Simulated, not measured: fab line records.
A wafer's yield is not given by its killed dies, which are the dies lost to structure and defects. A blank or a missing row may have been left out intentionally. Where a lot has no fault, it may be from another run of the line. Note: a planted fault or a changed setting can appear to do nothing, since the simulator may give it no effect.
Which of the tools did it? || flow sky130 || 11 lots, 33 wafers sampled, at 6 steps of a route of 708

== WHAT EACH GAUGE READ, for each wafer ==
SKY_SONOS_ONO_CD_MEAS_13: target cd 410 nm. Usual: cdNm at 408.8 nm, with a standard deviation of 2.5.
{"lot": "L578", "measured": "day 12 15:38", "on": "cdSem-01", "cdNm (nm)": "407.8 407.8 407.1", "flag": ""}
{"lot": "L579", "measured": "day 12 15:52", "on": "cdSem-01", "cdNm (nm)": "403.2 403.5 404.5", "flag": ""}
{"lot": "L583", "measured": "day 14 10:40", "on": "cdSem-02", "cdNm (nm)": "408.5 405.6 406.7", "flag": ""}
{"lot": "L584", "measured": "day 14 17:04", "on": "cdSem-01", "cdNm (nm)": "406.2 408.7 407.1", "flag": ""}
{"lot": "L585", "measured": "day 15 03:18", "on": "cdSem-02", "cdNm (nm)": "407.6 408.5 407.7", "flag": ""}
{"lot": "L588", "measured": "day 16 05:37", "on": "cdSem-01", "cdNm (nm)": "408.0 406.9 408.5", "flag": ""}
{"lot": "L589", "measured": "day 16 07:16", "on": "cdSem-01", "cdNm (nm)": "410.9 410.5 408.0", "flag": ""}
{"lot": "L591", "measured": "day 17 09:37", "on": "cdSem-02", "cdNm (nm)": "408.7 409.0 408.8", "flag": ""}
{"lot": "L597", "measured": "day 19 04:29", "on": "cdSem-02", "cdNm (nm)": "410.8 409.9 411.4", "flag": ""}
{"lot": "L598", "measured": "day 19 15:23", "on": "cdSem-01", "cdNm (nm)": "408.0 406.7 408.7", "flag": ""}
{"lot": "L601", "measured": "day 20 15:38", "on": "cdSem-01", "cdNm (nm)": "408.8 407.9 408.1", "flag": ""}

SKY_SONOS_ONO_OVL_MEAS_14. Usual: for SONOS_ONO_OVL the level is -1.0 nm and the standard deviation is 1.4.
{"lot": "L578", "measured": "day 12 15:45", "on": "overlay-02", "SONOS_ONO_OVL (nm)": "-1.6 0.6 -1.7", "flag": ""}
{"lot": "L579", "measured": "day 12 15:57", "on": "overlay-02", "SONOS_ONO_OVL (nm)": "-5.0 -3.7 -2.6", "flag": ""}
{"lot": "L583", "measured": "day 14 10:46", "on": "overlay-02", "SONOS_ONO_OVL (nm)": "-0.5 -0.5 -0.4", "flag": ""}
{"lot": "L584", "measured": "day 14 17:11", "on": "overlay-02", "SONOS_ONO_OVL (nm)": "0.7 -1.5 -2.1", "flag": ""}
{"lot": "L585", "measured": "day 15 03:23", "on": "overlay-02", "SONOS_ONO_OVL (nm)": "0.0 -1.5 -1.9", "flag": ""}
{"lot": "L588", "measured": "day 16 05:43", "on": "overlay-01", "SONOS_ONO_OVL (nm)": "-0.3 -2.3 -1.0", "flag": ""}
{"lot": "L589", "measured": "day 16 07:23", "on": "overlay-01", "SONOS_ONO_OVL (nm)": "-2.4 0.6 -0.5", "flag": ""}
{"lot": "L591", "measured": "day 17 09:43", "on": "overlay-02", "SONOS_ONO_OVL (nm)": "-2.4 -2.4 -2.4", "flag": ""}
{"lot": "L597", "measured": "day 19 04:35", "on": "overlay-01", "SONOS_ONO_OVL (nm)": "-2.0 2.0 -0.7", "flag": ""}
{"lot": "L598", "measured": "day 19 15:31", "on": "overlay-02", "SONOS_ONO_OVL (nm)": "-0.8 -1.6 1.5", "flag": ""}
{"lot": "L601", "measured": "day 20 15:44", "on": "overlay-01", "SONOS_ONO_OVL (nm)": "0.0 -1.2 0.7", "flag": ""}

SKY_POLY_GATE_CD_MEAS_22. Usual: cdNm at 150.1 nm, with a standard deviation of 1.6.
{"lot": "L578", "measured": "day 16 14:47", "on": "cdSem-01", "cdNm (nm)": "151.1 152.2 153.0", "flag": ""}
{"lot": "L579", "measured": "day 16 14:52", "on": "cdSem-02", "cdNm (nm)": "149.8 149.5 149.6", "flag": ""}
{"lot": "L583", "measured": "day 18 11:23", "on": "cdSem-02", "cdNm (nm)": "150.1 151.3 150.3", "flag": ""}
{"lot": "L584", "measured": "day 18 16:46", "on": "cdSem-01", "cdNm (nm)": "151.0 150.2 149.5", "flag": ""}
{"lot": "L585", "measured": "day 19 08:44", "on": "cdSem-01", "cdNm (nm)": "147.4 151.2 150.2", "flag": ""}
{"lot": "L588", "measured": "day 20 12:58", "on": "cdSem-01", "cdNm (nm)": "149.7 148.1 148.4", "flag": ""}
{"lot": "L589", "measured": "day 20 12:55", "on": "cdSem-02", "cdNm (nm)": "150.6 147.8 149.4", "flag": ""}
{"lot": "L591", "measured": "day 21 14:32", "on": "cdSem-01", "cdNm (nm)": "150.7 152.0 151.1", "flag": ""}
{"lot": "L597", "measured": "day 23 10:03", "on": "cdSem-02", "cdNm (nm)": "139.3 149.6 149.6 139.5 150.4 149.7", "flag": ""}
{"lot": "L598", "measured": "day 23 18:56", "on": "cdSem-02", "cdNm (nm)": "153.7 152.7 152.4", "flag": ""}
{"lot": "L601", "measured": "day 25 12:25", "on": "cdSem-01", "cdNm (nm)": "148.6 149.6 150.2", "flag": ""}

SKY_LDD_N_TW_MEAS_17. Usual: for LDD_N_TW the level is 2594 and the standard deviation is 16.
{"lot": "L578", "measured": "day 17 20:07", "on": "filmMetro-03", "LDD_N_TW": "2594 2596 2595", "flag": ""}
{"lot": "L579", "measured": "day 17 20:37", "on": "filmMetro-02", "LDD_N_TW": "2573 2587 2578", "flag": ""}
{"lot": "L583", "measured": "day 19 19:08", "on": "filmMetro-03", "LDD_N_TW": "2588 2594 2584", "flag": ""}
{"lot": "L584", "measured": "day 19 23:56", "on": "filmMetro-03", "LDD_N_TW": "2587 2586 2577", "flag": ""}
{"lot": "L585", "measured": "day 20 15:57", "on": "filmMetro-02", "LDD_N_TW": "2571 2565 2567", "flag": ""}
{"lot": "L588", "measured": "day 21 20:49", "on": "filmMetro-01", "LDD_N_TW": "2599 2620 2609", "flag": ""}
{"lot": "L589", "measured": "day 21 20:30", "on": "filmMetro-02", "LDD_N_TW": "2569 2575 2558", "flag": ""}
{"lot": "L591", "measured": "day 22 22:11", "on": "filmMetro-01", "LDD_N_TW": "2617 2614 2630", "flag": ""}
{"lot": "L597", "measured": "day 24 15:04", "on": "filmMetro-02", "LDD_N_TW": "2570 2586 2574", "flag": ""}
{"lot": "L598", "measured": "day 25 01:29", "on": "filmMetro-03", "LDD_N_TW": "2591 2604 2590", "flag": ""}
{"lot": "L601", "measured": "day 26 19:31", "on": "filmMetro-01", "LDD_N_TW": "2618 2619 2589", "flag": ""}

== WHAT TOOL EACH LOT RAN ON (gives the tool, then ch and the chambers of the sampled wafers, and finally the start) ==
{"lot": "L578", "SKY_POLY_GATE_ETCH_15": "rieDiel-02 ch 0,1,3, day 16 10:38", "SKY_POLY_GATE_STRIP_18": "plasmaAsher-03 ch 0,1, day 16 10:52"}
{"lot": "L579", "SKY_POLY_GATE_ETCH_15": "rieDiel-03 ch 1,2,3, day 16 11:41", "SKY_POLY_GATE_STRIP_18": "plasmaAsher-01 ch 0,1, day 16 11:57"}
{"lot": "L583", "SKY_POLY_GATE_ETCH_15": "rieDiel-04 ch 0,3, day 18 07:59", "SKY_POLY_GATE_STRIP_18": "plasmaAsher-01 ch 0,1, day 18 08:15"}
{"lot": "L584", "SKY_POLY_GATE_ETCH_15": "rieDiel-04 ch 1,2,3, day 18 14:23", "SKY_POLY_GATE_STRIP_18": "plasmaAsher-03 ch 1, day 18 14:37"}
{"lot": "L585", "SKY_POLY_GATE_ETCH_15": "rieDiel-04 ch 2,3, day 19 04:59", "SKY_POLY_GATE_STRIP_18": "plasmaAsher-03 ch 0,1, day 19 05:15"}
{"lot": "L588", "SKY_POLY_GATE_ETCH_15": "rieDiel-03 ch 1,2,3, day 20 09:28", "SKY_POLY_GATE_STRIP_18": "plasmaAsher-01 ch 0,1, day 20 09:43"}
{"lot": "L589", "SKY_POLY_GATE_ETCH_15": "rieDiel-02 ch 0,1,2, day 20 10:01", "SKY_POLY_GATE_STRIP_18": "plasmaAsher-03 ch 0,1, day 20 10:15"}
{"lot": "L591", "SKY_POLY_GATE_ETCH_15": "rieDiel-03 ch 0,1,3, day 21 12:47", "SKY_POLY_GATE_STRIP_18": "plasmaAsher-02 ch 0,1, day 21 13:03"}
{"lot": "L597", "SKY_POLY_GATE_ETCH_15": "rieDiel-02 ch 0,1,3, day 23 08:20", "SKY_POLY_GATE_STRIP_18": "plasmaAsher-03 ch 0,1, day 23 08:34"}
{"lot": "L598", "SKY_POLY_GATE_ETCH_15": "rieDiel-03 ch 0,2,3, day 23 17:14", "SKY_POLY_GATE_STRIP_18": "plasmaAsher-03 ch 0,1, day 23 17:28"}
{"lot": "L601", "SKY_POLY_GATE_ETCH_15": "rieDiel-03 ch 0,2, day 25 08:52", "SKY_POLY_GATE_STRIP_18": "plasmaAsher-01 ch 0,1, day 25 09:06"}
- SKY_POLY_GATE_ETCH_15: etches BARC in N2/H2, stops on SiO2, time 118.5 s, target depth 110 nm.
- SKY_POLY_GATE_STRIP_18: strips in O2/N2.

== WHAT THE TOOLS THEMSELVES READ (means of the sampled wafers that have a number; where no wafer has one, the mark that the record gives instead) ==
SKY_POLY_GATE_ETCH_15. Usual: drypumpMotorCurrentA 5.7 A, standard deviation 0.55; oesProductAu 0.716 a.u., standard deviation 0.0049; throttleValvePct 13.213 %, standard deviation 0.0086.
{"lot": "L578", "tool": "rieDiel-02", "drypumpMotorCurrentA (A)": 6.1, "oesProductAu (a.u.)": 0.720, "throttleValvePct (%)": 13.208, "flag": ""}
{"lot": "L579", "tool": "rieDiel-03", "drypumpMotorCurrentA (A)": 5.9, "oesProductAu (a.u.)": 0.714, "throttleValvePct (%)": 13.212, "flag": ""}
{"lot": "L583", "tool": "rieDiel-04", "drypumpMotorCurrentA (A)": 5.4, "oesProductAu (a.u.)": 0.712, "throttleValvePct (%)": 13.197, "flag": ""}
{"lot": "L584", "tool": "rieDiel-04", "drypumpMotorCurrentA (A)": 5.3, "oesProductAu (a.u.)": 0.720, "throttleValvePct (%)": 13.215, "flag": ""}
{"lot": "L585", "tool": "rieDiel-04", "drypumpMotorCurrentA (A)": 5.0, "oesProductAu (a.u.)": 0.716, "throttleValvePct (%)": 13.217, "flag": ""}
{"lot": "L588", "tool": "rieDiel-03", "drypumpMotorCurrentA (A)": 5.9, "oesProductAu (a.u.)": 0.719, "throttleValvePct (%)": 13.215, "flag": ""}
{"lot": "L589", "tool": "rieDiel-02", "drypumpMotorCurrentA (A)": 6.0, "oesProductAu (a.u.)": 0.719, "throttleValvePct (%)": 13.209, "flag": ""}
{"lot": "L591", "tool": "rieDiel-03", "drypumpMotorCurrentA (A)": 5.8, "oesProductAu (a.u.)": 0.713, "throttleValvePct (%)": 13.215, "flag": ""}
{"lot": "L597", "tool": "rieDiel-02", "drypumpMotorCurrentA (A)": 6.1, "oesProductAu (a.u.)": 0.716, "throttleValvePct (%)": 13.215, "flag": ""}
{"lot": "L598", "tool": "rieDiel-03", "drypumpMotorCurrentA (A)": 5.4, "oesProductAu (a.u.)": 0.712, "throttleValvePct (%)": 13.219, "flag": ""}
{"lot": "L601", "tool": "rieDiel-03", "drypumpMotorCurrentA (A)": 5.3, "oesProductAu (a.u.)": 0.716, "throttleValvePct (%)": 13.205, "flag": ""}

SKY_POLY_GATE_STRIP_18. Usual: drypumpMotorCurrentA 5.9 A, standard deviation 0.41; oesProductAu 0.360 a.u., standard deviation 0.0051; stripTimeToEndpointS 3.154 s, standard deviation 0.027.
{"lot": "L578", "tool": "plasmaAsher-03", "drypumpMotorCurrentA (A)": 5.7, "oesProductAu (a.u.)": 0.363, "stripTimeToEndpointS (s)": 3.157, "flag": ""}
{"lot": "L579", "tool": "plasmaAsher-01", "drypumpMotorCurrentA (A)": 6.2, "oesProductAu (a.u.)": 0.359, "stripTimeToEndpointS (s)": 3.143, "flag": ""}
{"lot": "L583", "tool": "plasmaAsher-01", "drypumpMotorCurrentA (A)": 6.2, "oesProductAu (a.u.)": 0.366, "stripTimeToEndpointS (s)": 3.131, "flag": ""}
{"lot": "L584", "tool": "plasmaAsher-03", "drypumpMotorCurrentA (A)": 5.7, "oesProductAu (a.u.)": 0.359, "stripTimeToEndpointS (s)": 3.145, "flag": ""}
{"lot": "L585", "tool": "plasmaAsher-03", "drypumpMotorCurrentA (A)": 5.7, "oesProductAu (a.u.)": 0.359, "stripTimeToEndpointS (s)": 3.169, "flag": ""}
{"lot": "L588", "tool": "plasmaAsher-01", "drypumpMotorCurrentA (A)": 6.3, "oesProductAu (a.u.)": 0.360, "stripTimeToEndpointS (s)": 3.144, "flag": ""}
{"lot": "L589", "tool": "plasmaAsher-03", "drypumpMotorCurrentA (A)": 5.7, "oesProductAu (a.u.)": 0.368, "stripTimeToEndpointS (s)": 3.175, "flag": ""}
{"lot": "L591", "tool": "plasmaAsher-02", "drypumpMotorCurrentA (A)": 5.5, "oesProductAu (a.u.)": 0.362, "stripTimeToEndpointS (s)": 3.206, "flag": ""}
{"lot": "L597", "tool": "plasmaAsher-03", "drypumpMotorCurrentA (A)": 5.7, "oesProductAu (a.u.)": 0.353, "stripTimeToEndpointS (s)": 2.948, "flag": "OFF"}
{"lot": "L598", "tool": "plasmaAsher-03", "drypumpMotorCurrentA (A)": 5.7, "oesProductAu (a.u.)": 0.360, "stripTimeToEndpointS (s)": 3.141, "flag": ""}
{"lot": "L601", "tool": "plasmaAsher-01", "drypumpMotorCurrentA (A)": 6.2, "oesProductAu (a.u.)": 0.365, "stripTimeToEndpointS (s)": 3.168, "flag": ""}

== THE ANSWER, worked out from the rows above alone ==
Rule: lot off if the mean of its wafers having a number is beyond 3 standard deviations from the usual mean. A lot without any number at a reading at which 4 lots or more have one is off too. The other lots that the step has rows for count as sound. First the gauges in route order, then the tools' own readings, where a lot's mean is used as printed above. At the first step where some lot is off, the reading lying furthest off is the one used; lots without a number count as furthest.
Off: L597, at SKY_POLY_GATE_STRIP_18 (stripTimeToEndpointS).
A tool fits if, at that step or a process step before it, it ran every lot that is off, and no sound lot after the first of them. One fits: rieDiel-02 at SKY_POLY_GATE_ETCH_15. Its last sound lot is L589 (day 20 10:01), its first lot that is off L597 (day 23 08:20): a fault that began between those two fits.

== WHAT THE SIMULATOR HAD PUT IN ==
rieDiel-02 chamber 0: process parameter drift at SKY_POLY_GATE_ETCH_15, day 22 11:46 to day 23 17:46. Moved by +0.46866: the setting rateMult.
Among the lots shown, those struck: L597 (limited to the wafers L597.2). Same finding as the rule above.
